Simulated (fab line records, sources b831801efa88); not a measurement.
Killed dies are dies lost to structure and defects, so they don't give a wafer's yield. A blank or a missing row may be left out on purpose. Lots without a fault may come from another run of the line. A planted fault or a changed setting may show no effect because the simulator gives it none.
Which tool did it? | flow sky130 | 6 lots, 18 wafers sampled, at 2 steps of a route of 708

WHAT THE GAUGES READ, wafer by wafer
SKY_CONTACT_BOW_MEAS_05.
lot  | measured     | on            | CONTACT_BOW (um)
L237 | day 31 06:43 | film_metro-04 | 85 89 83
L242 | day 33 09:11 | film_metro-04 | 99 92 90
L248 | day 34 23:09 | film_metro-01 | 78 67 87
L252 | day 36 06:15 | film_metro-02 | 98 78 84
L256 | day 38 01:04 | film_metro-02 | 83 82 80
L258 | day 38 12:50 | film_metro-04 | 91 73 94

WHICH TOOL RAN EACH LOT (tool, then ch and the chambers of the sampled wafers, then the start)
lot  | SKY_CONTACT_CMP_04
L237 | cmp-02 ch 1,2,3, day 31 06:28
L242 | cmp-01 ch 1,2,3, day 33 08:56
L248 | cmp-01 ch 0,2,3, day 34 22:51
L252 | cmp-01 ch 0,1,3, day 36 06:00
L256 | cmp-01 ch 1,3, day 38 00:46
L258 | cmp-02 ch 0,1,3, day 38 12:34
- SKY_CONTACT_CMP_04: polishes SiO2.

THE ANSWER, worked out from the rows above alone
Rule: what is usual is taken from the lots themselves. Put in order of their means at a reading, lots are off if they are a third of the lots or fewer, leave a main group of 4 or more, and stand apart from it by a gap of 3 or more times the standard deviation of the main group's means; of several such gaps the widest counts. A main group whose means are all the same, to the digits that the tables above print for the reading, isn't used. A lot without any number at a reading at which 4 lots or more have one is off too. The other lots that the step has rows for count as sound.
No lot is off at any reading shown: from this, nothing can be told.

WHAT THE SIMULATOR HAD PUT IN
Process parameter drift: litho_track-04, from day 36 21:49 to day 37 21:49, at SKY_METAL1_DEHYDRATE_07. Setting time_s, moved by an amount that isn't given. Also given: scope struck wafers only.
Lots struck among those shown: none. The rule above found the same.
